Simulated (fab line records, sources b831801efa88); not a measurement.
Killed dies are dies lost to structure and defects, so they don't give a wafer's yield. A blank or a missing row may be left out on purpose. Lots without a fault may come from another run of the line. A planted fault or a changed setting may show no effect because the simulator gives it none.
A struck lot beside a sound one | flow gf180mcu | 18 steps out of a route of 602
Sound: wafers L149.1, L149.2, L149.3. Struck: wafer L160.6. (L160.4, L160.5 of the same lot were not struck and are left out.) The cause comes at the end.
At each step with rows: each side's tool, then ch and its chambers, then its first start. Under that, the readings that differ: sound wafers | struck wafers | difference of the means | sigmas: that difference in standard deviations of wafers without a fault.
alike: readings whose means differ by less than 2 such deviations, and words and numbers that are the same on both sides. not compared: withheld readings, readings that some wafer has no value for, bounds like >300 that may hide the same value, and numbers for which the record gives no deviation and whose values overlap.
The two part at a step that has a row with sigmas, a row that says differs or no value, or rows on one side only. Numbers that don't overlap but have no deviation are shown without sigmas and don't part them. A reading that every wafer of one side lacks parts them only if that side has two wafers or more.

first, 3 steps without rows for these wafers: GF_V5_EXPOSE_11 (exposes mask Via5, target cd 260 nm); GF_V5_PEB_12 (peb time 90 s); GF_V5_DEVELOP_13 (develop time 60 s).
GF_V5_CD_MEAS_14: target cd 260 nm.
  sound on cd_sem-02, day 28 16:20; struck on cd_sem-02, day 32 18:19
  alike: cd_nm
GF_V5_OVL_MEAS_15:
  sound on overlay-01, day 28 16:27; struck on overlay-01, day 32 18:24
  alike: V5_OVL
GF_V5_ETCH_16: etches BARC in N2/H2.
  sound on rie_diel-03 ch 0,2,3, day 28 16:29; struck on rie_diel-03 ch 2, day 32 18:25
  alike: drypump_motor_current_A, n2_flow_sccm, oes_product_au, throttle_valve_pct
GF_V5_ETCH_17: etches SiO2 in C4F8/O2/Ar, stops on TiN, target depth 855 nm.
  sound on rie_diel-03 ch 0,2,3; struck on rie_diel-03 ch 2
  alike: oes_product_au
GF_V5_STRIP_18: strips in O2/N2.
  sound on plasma_asher-04 ch 0,1, day 28 16:38; struck on plasma_asher-03 ch 0, day 32 18:36
  alike: drypump_motor_current_A, heater_power_w, n2_flow_sccm, oes_product_au
  not compared: rf_hours_counter_h
then, 2 steps without rows for these wafers: GF_V5_STRIP_19 (strips in post etch residue remover, time 1200 s); GF_V5_CLEAN_20 (cleans in DIW).
GF_V5_SPUTTER_21: material Ti, target thk 15 nm, time 80.02 s.
  sound on pvd_sputter-04, day 28 17:16; struck on pvd_sputter-04, day 32 19:06
  alike: throttle_valve_pct
then, 1 step without rows for these wafers: GF_V5_SPUTTER_22 (material TiN, target thk 10 nm, time 40 s).
GF_V5_CVD_23: deposits W, target thk 350 nm, time 104.9 s.
  sound on cvd_w-01 ch 0,1, day 28 17:22; struck on cvd_w-01 ch 0, day 32 19:14
  reading                          | sound           | struck | difference | sigmas
  model.W_of_V5_CVD_23.thk_nm (nm) | 351.4 350.6 348 | 505.3  | +155.3     |
  alike: chamber_pressure_Torr, heater_power_outer_w, heater_power_w
  not compared: since_wet_clean_h
GF_V5_RS_MEAS_24: measures by four-point-probe.
  sound on film_metro-01, day 28 17:29; struck on film_metro-01, day 32 19:22
  reading          | sound             | struck | difference | sigmas
  V5_W_RS (ohm/sq) | 0.326 0.327 0.329 | 0.226  | -0.101     | -17
GF_V5_THK_MEAS_25: measures by xrf.
  sound on film_metro-01, day 28 17:36; struck on film_metro-01, day 32 19:28
  reading       | sound       | struck | difference | sigmas
  V5_W_THK (nm) | 357 358 355 | 510    | +153       | +23
GF_V5_CMP_26: polishes, stops on SiO2, t overpolish 15 s, target thk 0 nm.
  sound on cmp-02 ch 0,1,3, day 28 17:40; struck on cmp-01 ch 0, day 32 19:29
  reading                | sound    | struck | difference | sigmas
  time_to_endpoint_s (s) | 81 84 84 | 119    | +36        | +11
  alike: motor_current_A
GF_TOP_METAL_SPUTTER_00: material Ti, target thk 37.5 nm, time 150 s.
  sound on pvd_sputter-01, day 28 17:58; struck on pvd_sputter-03, day 32 19:50
  alike: throttle_valve_pct
GF_PASSIVATION_PROBE_99:
  the record has rows for the sound wafers here (prober-01, day 30 11:07) and none for the struck ones

WHERE THEY PART
First at GF_V5_RS_MEAS_24; last, within this record, at GF_PASSIVATION_PROBE_99.

WHY: what the simulator had put in
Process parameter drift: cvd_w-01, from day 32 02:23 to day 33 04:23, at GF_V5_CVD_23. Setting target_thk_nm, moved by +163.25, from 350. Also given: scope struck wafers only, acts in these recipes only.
